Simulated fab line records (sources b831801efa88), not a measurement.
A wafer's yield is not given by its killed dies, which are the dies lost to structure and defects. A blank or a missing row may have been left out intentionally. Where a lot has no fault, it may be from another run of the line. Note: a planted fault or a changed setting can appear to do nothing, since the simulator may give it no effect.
Which tool was responsible? :: flow gf180mcu :: 6 lots with 18 wafers sampled at 3 steps, on a route of 602 steps

== WHAT EACH GAUGE READ, for each wafer ==
GF_VT_IMPLANT_TW_MEAS_21.
lot: L830
measured: day 7 06:29
on: film metro-04
VT_IMPLANT_2_TW: 1215 1206 1210

lot: L833
measured: day 8 01:52
on: film metro-04
VT_IMPLANT_2_TW: 1219 1221 1221

lot: L836
measured: day 9 04:23
on: film metro-04
VT_IMPLANT_2_TW: 1215 1224 1220

lot: L838
measured: day 9 15:25
on: film metro-04
VT_IMPLANT_2_TW: 1225 1224 1217

lot: L840
measured: day 10 03:16
on: film metro-01
VT_IMPLANT_2_TW: 1205 1203 1199

lot: L847
measured: day 11 19:17
on: film metro-01
VT_IMPLANT_2_TW: 1495 1501 1500

== EACH LOT AND THE TOOL THAT RAN IT (in order: tool; ch and the chambers of the sampled wafers; start) ==
lot: L830
GF_LVPWELL_STRIP_10: plasma asher-02 ch 0,1, day 4 21:40
GF_VT_IMPLANT_IMPLANT_19: implanter-04 ch 0, day 7 06:14

lot: L833
GF_LVPWELL_STRIP_10: plasma asher-01 ch 0,1, day 5 14:13
GF_VT_IMPLANT_IMPLANT_19: implanter-01 ch 0, day 8 01:37

lot: L836
GF_LVPWELL_STRIP_10: plasma asher-01 ch 0,1, day 6 11:55
GF_VT_IMPLANT_IMPLANT_19: implanter-04 ch 0, day 9 04:11

lot: L838
GF_LVPWELL_STRIP_10: plasma asher-02 ch 0,1, day 6 21:07
GF_VT_IMPLANT_IMPLANT_19: implanter-04 ch 0, day 9 15:10

lot: L840
GF_LVPWELL_STRIP_10: plasma asher-02 ch 0,1, day 7 07:52
GF_VT_IMPLANT_IMPLANT_19: implanter-03 ch 0, day 10 03:02

lot: L847
GF_LVPWELL_STRIP_10: plasma asher-04 ch 0,1, day 8 19:50
GF_VT_IMPLANT_IMPLANT_19: implanter-03 ch 0, day 11 18:42
- GF_LVPWELL_STRIP_10: strips in O2/N2.
- GF_VT_IMPLANT_IMPLANT_19

== THE ANSWER, worked out from the rows above alone ==
Rule: the lots themselves supply what counts as usual. The widest of any qualifying gaps counts: lots, ordered by their means at a reading, are off when they make up no more than a third of the lots, leave a main group of 4 or more, and stand apart from it by 3 or more times the standard deviation of that group's means. A main group whose means are all the same, to the digits that the tables above print for the reading, isn't used. A lot without any number at a reading at which 4 lots or more have one is off too. Any other lot the step has rows for is counted as sound.
Off: at GF_VT_IMPLANT_TW_MEAS_21 (VT_IMPLANT_2_TW), L847. Mean 1215 and standard deviation 7.5 in the main group.
A tool fits if, at a process step before that reading, it ran every lot that is off, and no sound lot after the first of them. Gauges at GF_VT_IMPLANT_TW_MEAS_21: tried the same way as those tools. Can't be told from this: 3 tools fit, plasma asher-04 at GF_LVPWELL_STRIP_10, implanter-03 at GF_VT_IMPLANT_IMPLANT_19, film metro-01 at GF_VT_IMPLANT_TW_MEAS_21.

== WHAT THE SIMULATOR HAD PUT IN ==
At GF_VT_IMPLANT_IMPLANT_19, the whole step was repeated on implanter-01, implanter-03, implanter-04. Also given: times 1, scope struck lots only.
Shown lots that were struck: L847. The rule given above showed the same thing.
